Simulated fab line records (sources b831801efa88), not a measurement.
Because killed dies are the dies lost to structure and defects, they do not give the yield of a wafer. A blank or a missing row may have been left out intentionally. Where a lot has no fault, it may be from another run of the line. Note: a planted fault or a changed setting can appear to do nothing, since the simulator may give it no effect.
fab line records    flow gf180mcu
record lots=14  wafers=42  last_day=34
route steps=602 shown VT_IMPLANT@116 V1@353 V2@385
lots untouched by any fault: they come from a run of this same line in which no faults occurred
start_h: hours from the record's first day to the start of the lot's first wafer shown    wait_h: hours from the lot's prior step to this one    " the same as in the row above    L1.1+2: several wafers, shown together as one row    - no value, or no start was given    * or withheld: withheld    < > ~ a bound
route shown NAME@n: NAME is a module with steps in the file, n the number in the route of the first one    usual: mean/standard deviation of fault-free wafers    same: alike in all rows    chamber/n: place in a boat    sites: per-site readings    _std_site: the standard deviation of these    _edge_site: mean of outer sites minus mean of inner sites    radius_mm: how far each site lies from the wafer's centre    mask NAME#n: copy n    behind: the last tool/chamber to shape the wafer    hold: the reason the lot was held/the length of the hold in hours/how it ended    device: which transistor (n, p or np) failed to switch    end of line: the tests these same wafers got at the end of their route    step lacking rows: just its recipe    killed: the dies lost at the first sort to structure and to defects; this is not the yield of the wafer    map: a wafer's dies, x killed, . not, _ none there
set.NAME: setting as actually run; set.NAME@STEP: the setting as run at that earlier step    model.NAME: the simulator's own value behind a step, which no gauge read
route steps across a sampled set of lots; one table per step, one row per wafer
services: from which hour (start_h, from the record's first day; less than 0 if before it) a tool's chamber was out of use, for how many hours, and why
## steps
# step GF_VT_IMPLANT_EXPOSE_26
# recipe mask_id=LVPWELL_HV_AREA  target_cd_nm=860  na=0.6  source_shape=conventional  sigma_outer=0.6  dose_mj=140
lot.wafer   tool              chamber  start_h  wait_h  mask
L888.1+4+6  iline_stepper-01  0        133.10   -       LVPWELL_HV_AREA#0
L889.1+2+4  iline_stepper-02  0        140.04   -       LVPWELL_HV_AREA#0
L892.1+4+5  iline_stepper-02  0        161.20   -       LVPWELL_HV_AREA#0
L896.2+4+6  iline_stepper-01  0        183.66   -       LVPWELL_HV_AREA#0
L897.1+2+3  iline_stepper-02  0        189.74   -       LVPWELL_HV_AREA#0
L898.1+5+6  iline_stepper-01  0        198.44   -       LVPWELL_HV_AREA#0
L899.1+3+5  iline_stepper-01  0        203.60   -       LVPWELL_HV_AREA#0
L900.3+5+6  iline_stepper-01  0        207.94   -       LVPWELL_HV_AREA#0
L901.2+3+5  iline_stepper-01  0        215.77   -       LVPWELL_HV_AREA#0
L904.3+4+5  iline_stepper-01  0        234.14   -       LVPWELL_HV_AREA#0
L905.4+5+6  iline_stepper-01  0        242.06   -       LVPWELL_HV_AREA#0
L906.4+5+6  iline_stepper-02  0        245.38   -       LVPWELL_HV_AREA#0
L910.1+3+4  iline_stepper-02  0        270.14   -       LVPWELL_HV_AREA#0
L911.2+3+5  iline_stepper-02  0        276.57   -       LVPWELL_HV_AREA#0
# step GF_VT_IMPLANT_OVL_MEAS_29
# usual VT_IMPLANT_02_OVL=-0.1/1.3
lot.wafer  tool        chamber  start_h  wait_h  VT_IMPLANT_02_OVL[nm]
L888.1     overlay-01  -        140.55   0.1     0.4
L888.4     "           -        "        "       -0.4
L888.6     "           -        "        "       0.5
L889.1     overlay-01  -        147.75   0.1     1.0
L889.2     "           -        "        "       -0.8
L889.4     "           -        "        "       2.6
L892.1     overlay-01  -        169.11   0.1     -0.8
L892.4     "           -        "        "       -1.1
L892.5     "           -        "        "       -1.4
L896.2     overlay-02  -        192.20   0.1     0.3
L896.4     "           -        "        "       1.1
L896.6     "           -        "        "       -1.8
L897.1     overlay-02  -        197.90   0.1     -0.4
L897.2     "           -        "        "       0.8
L897.3     "           -        "        "       0.6
L898.1     overlay-02  -        206.65   0.1     0.3
L898.5     "           -        "        "       1.4
L898.6     "           -        "        "       -0.6
L899.1     overlay-01  -        211.66   0.1     -0.9
L899.3     "           -        "        "       -1.0
L899.5     "           -        "        "       -0.6
L900.3     overlay-02  -        216.36   0.1     204.0
L900.5     "           -        "        "       204.8
L900.6     "           -        "        "       204.5
L901.2     overlay-01  -        223.95   0.1     202.8
L901.3     "           -        "        "       202.9
L901.5     "           -        "        "       201.4
L904.3     overlay-02  -        242.47   0.1     203.4
L904.4     "           -        "        "       204.0
L904.5     "           -        "        "       204.5
L905.4     overlay-02  -        250.62   0.1     207.0
L905.5     "           -        "        "       207.9
L905.6     "           -        "        "       206.1
L906.4     overlay-01  -        254.02   0.1     1.8
L906.5     "           -        "        "       1.8
L906.6     "           -        "        "       1.5
L910.1     overlay-01  -        278.95   0.1     0.5
L910.3     "           -        "        "       0.7
L910.4     "           -        "        "       -1.5
L911.2     overlay-02  -        286.47   0.1     -0.1
L911.3     "           -        "        "       -2.7
L911.5     "           -        "        "       1.1
# step GF_V1_STRIP_18
# recipe chemistry=O2/N2  power_w=1400  pressure_mtorr=1500  platen_temp_c=250  o2_flow_sccm=3000  n2_flow_sccm=300  overash_fraction=0.5
# usual drypump_motor_current_A=5.86/0.15  heater_power_w=335/33  n2_flow_sccm=299.9/0.88  oes_product_au=0.593/0.0052
lot.wafer  tool             chamber  start_h  wait_h  drypump_motor_current_A  heater_power_w  n2_flow_sccm  oes_product_au  rf_hours_counter_h
L888.1     plasma_asher-03  0        410.27   -       6.13                     330             301.1         0.593           63
L888.4     "                0        "        "       6.14                     331             301.7         0.605           -
L888.6     "                1        "        "       5.87                     358             300.0         0.590           -
L889.1     plasma_asher-04  0        419.72   -       5.85                     356             300.6         0.594           76
L889.2     "                1        "        "       5.63                     334             299.5         0.597           76
L889.4     "                1        "        "       5.63                     332             299.9         0.598           -
L892.1     plasma_asher-04  1        455.38   -       5.66                     324             299.3         0.599           3
L892.4     "                0        "        "       5.85                     333             301.9         0.599           -
L892.5     "                1        "        "       5.64                     319             300.1         0.593           -
L897.1     plasma_asher-02  1        501.39   -       5.91                     273             300.4         0.598           87
L897.2     "                0        "        "       5.95                     400             297.8         0.586           87
L897.3     "                0        "        "       5.95                     392             300.3         0.584           -
L896.2     plasma_asher-04  1        502.47   -       5.65                     313             299.4         0.588           8
L896.4     "                0        "        "       5.84                     340             300.6         0.592           -
L896.6     "                0        "        "       5.86                     341             299.8         0.600           -
L898.1     plasma_asher-03  1        521.72   -       5.86                     350             300.6         0.586           74
L898.5     "                1        "        "       5.83                     354             299.0         0.591           -
L898.6     "                0        "        "       6.08                     322             301.7         0.590           -
L899.1     plasma_asher-02  1        524.53   -       5.86                     279             299.3         0.595           89
L899.3     "                0        "        "       5.98                     387             300.1         0.592           -
L899.5     "                1        "        "       5.90                     281             300.1         0.607           -
L900.3     plasma_asher-03  0        524.91   -       6.11                     325             300.5         0.596           -
L900.5     "                1        "        "       5.85                     356             300.2         0.593           -
L900.6     "                0        "        "       6.11                     318             300.9         0.587           -
L901.2     plasma_asher-04  1        534.03   -       5.62                     325             299.0         0.590           11
L901.3     "                0        "        "       5.84                     330             300.3         0.587           -
L901.5     "                1        "        "       5.63                     324             298.3         0.602           -
L905.4     plasma_asher-04  1        550.10   -       5.63                     319             301.3         0.597           -
L905.5     "                0        "        "       5.84                     347             300.1         0.593           -
L905.6     "                1        "        "       5.66                     318             300.9         0.597           -
L904.3     plasma_asher-04  0        555.31   -       5.85                     339             298.1         0.588           -
L904.4     "                1        "        "       5.64                     317             300.3         0.586           -
L904.5     "                1        "        "       5.62                     308             299.5         0.594           -
L906.4     plasma_asher-04  1        562.68   -       5.63                     324             299.3         0.591           -
L906.5     "                0        "        "       5.86                     336             300.8         0.593           -
L906.6     "                1        "        "       5.65                     324             299.1         0.593           -
L910.1     plasma_asher-02  0        586.97   -       5.96                     386             299.0         0.599           95
L910.3     "                1        "        "       5.90                     277             298.9         0.588           -
L910.4     "                0        "        "       5.96                     383             299.8         0.592           -
L911.2     plasma_asher-02  1        596.04   -       5.87                     275             300.8         0.591           96
L911.3     "                1        "        "       5.87                     287             301.2         0.595           -
L911.5     "                0        "        "       5.94                     391             299.0         0.591           -
# step GF_V2_THK_MEAS_03
# recipe reads=SiO2_of_V2_CVD_02
# usual V2_CVD_02_THK=855/13
lot.wafer  tool           chamber  start_h  wait_h  V2_CVD_02_THK[nm]
L888.1     film_metro-03  -        436.14   0.0     838
L888.4     "              -        "        "       862
L888.6     "              -        "        "       869
L889.1     film_metro-02  -        446.20   0.0     841
L889.2     "              -        "        "       851
L889.4     "              -        "        "       864
L892.1     film_metro-03  -        482.04   0.0     851
L892.4     "              -        "        "       867
L892.5     "              -        "        "       869
L897.1     film_metro-01  -        526.73   0.0     855
L897.2     "              -        "        "       850
L897.3     "              -        "        "       833
L896.2     film_metro-01  -        529.06   0.1     847
L896.4     "              -        "        "       856
L896.6     "              -        "        "       879
L898.1     film_metro-03  -        546.28   0.0     828
L898.5     "              -        "        "       846
L898.6     "              -        "        "       865
L899.1     film_metro-01  -        548.61   0.0     859
L899.3     "              -        "        "       841
L899.5     "              -        "        "       878
L900.3     film_metro-01  -        549.37   0.1     865
L900.5     "              -        "        "       848
L900.6     "              -        "        "       859
L901.2     film_metro-03  -        558.27   0.0     827
L901.3     "              -        "        "       842
L901.5     "              -        "        "       858
L905.4     film_metro-01  -        574.06   0.0     853
L905.5     "              -        "        "       872
L905.6     "              -        "        "       876
L904.3     film_metro-01  -        579.25   0.1     876
L904.4     "              -        "        "       864
L904.5     "              -        "        "       882
L906.4     film_metro-01  -        586.80   0.0     868
L906.5     "              -        "        "       855
L906.6     "              -        "        "       863
L910.1     film_metro-02  -        609.26   0.1     861
L910.3     "              -        "        "       872
L910.4     "              -        "        "       871
L911.2     film_metro-01  -        618.17   0.0     858
L911.3     "              -        "        "       837
L911.5     "              -        "        "       869
# step GF_V2_CD_MEAS_14
# recipe target_cd_nm=260
# usual cd_nm=260.3/1.2
lot.wafer  tool       chamber  start_h  wait_h  cd_nm
L888.1     cd_sem-01  -        460.43   0.1     261.4
L888.4     "          -        "        "       262.5
L888.6     "          -        "        "       261.8
L889.1     cd_sem-02  -        470.49   0.1     258.6
L889.2     "          -        "        "       259.1
L889.4     "          -        "        "       258.5
L892.1     cd_sem-01  -        505.68   0.1     260.5
L892.4     "          -        "        "       260.1
L892.5     "          -        "        "       260.0
L897.1     cd_sem-02  -        550.04   0.1     260.1
L897.2     "          -        "        "       260.1
L897.3     "          -        "        "       260.9
L896.2     cd_sem-01  -        551.96   0.1     259.8
L896.4     "          -        "        "       259.4
L896.6     "          -        "        "       259.4
L898.1     cd_sem-02  -        568.69   0.1     261.3
L898.5     "          -        "        "       262.0
L898.6     "          -        "        "       261.2
L899.1     cd_sem-02  -        571.08   0.1     260.9
L899.3     "          -        "        "       259.9
L899.5     "          -        "        "       259.9
L900.3     cd_sem-02  -        571.68   0.1     259.8
L900.5     "          -        "        "       259.1
L900.6     "          -        "        "       259.8
L901.2     cd_sem-02  -        580.26   0.1     259.3
L901.3     "          -        "        "       260.0
L901.5     "          -        "        "       260.0
L905.4     cd_sem-02  -        595.94   0.1     262.6
L905.5     "          -        "        "       261.9
L905.6     "          -        "        "       261.9
L904.3     cd_sem-02  -        600.73   0.1     260.2
L904.4     "          -        "        "       259.7
L904.5     "          -        "        "       259.8
L906.4     cd_sem-01  -        606.99   0.1     259.1
L906.5     "          -        "        "       259.4
L906.6     "          -        "        "       259.6
L910.1     cd_sem-02  -        629.33   0.1     261.4
L910.3     "          -        "        "       263.0
L910.4     "          -        "        "       262.8
L911.2     cd_sem-02  -        638.30   0.1     260.6
L911.3     "          -        "        "       261.5
L911.5     "          -        "        "       259.9
## services
tool              chamber  start_h  hours  kind
plasma_asher-03   -        118.45   1.6    repair
iline_stepper-02  -        157.19   1.7    pm
iline_stepper-01  -        221.52   -      consumable_replace:lamp
plasma_asher-02   -        265.43   1.2    repair
iline_stepper-01  -        315.46   1.7    pm
iline_stepper-02  -        326.01   2.1    pm
iline_stepper-01  -        350.36   11.5   repair
iline_stepper-01  -        364.42   8.9    pm
iline_stepper-02  -        375.37   1.7    pm
plasma_asher-04   -        382.61   28.1   pm
iline_stepper-01  -        406.36   7.3    repair
plasma_asher-04   -        421.25   9.0    pm
iline_stepper-02  -        447.17   5.3    repair
iline_stepper-01  -        467.89   7.7    repair
plasma_asher-04   -        477.38   0.8    repair
plasma_asher-02   -        482.93   9.9    repair
plasma_asher-03   -        488.94   14.6   pm
iline_stepper-01  -        489.85   3.9    repair
iline_stepper-01  -        533.61   1.7    pm
plasma_asher-02   -        543.88   4.3    pm
iline_stepper-01  -        548.38   4.7    repair
iline_stepper-01  -        561.05   16.0   repair
plasma_asher-04   -        589.91   0.9    repair
iline_stepper-02  -        593.55   1.7    pm
## key
first_sign step=GF_VT_IMPLANT_OVL_MEAS_29  reading=VT_IMPLANT_02_OVL  direction=up  sigmas=99+  usual=-0.1  struck=204.4
effect none on later readings
met_at GF_VT_IMPLANT_EXPOSE_26
struck_lots L900,L901,L904,L905
tester_left_out L900,L901,L904,L905
not_acting_at GF_V1_STRIP_18,GF_V2_THK_MEAS_03,GF_V2_CD_MEAS_14
onset_between 203.60 207.94
fault kind=scanner_matching_overlay  tool=iline_stepper-01  chamber=-  onset_h=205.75  steps=GF_VT_IMPLANT_EXPOSE_26  offset=204.9
# tester_left_out: of these lots the tester's yield and bins aren't shown, on N5 and GAA mostly nor the transistor test; their killed dies are dies lost to structure and defects alone, not to doping, threshold or leakage, so they don't give the yield
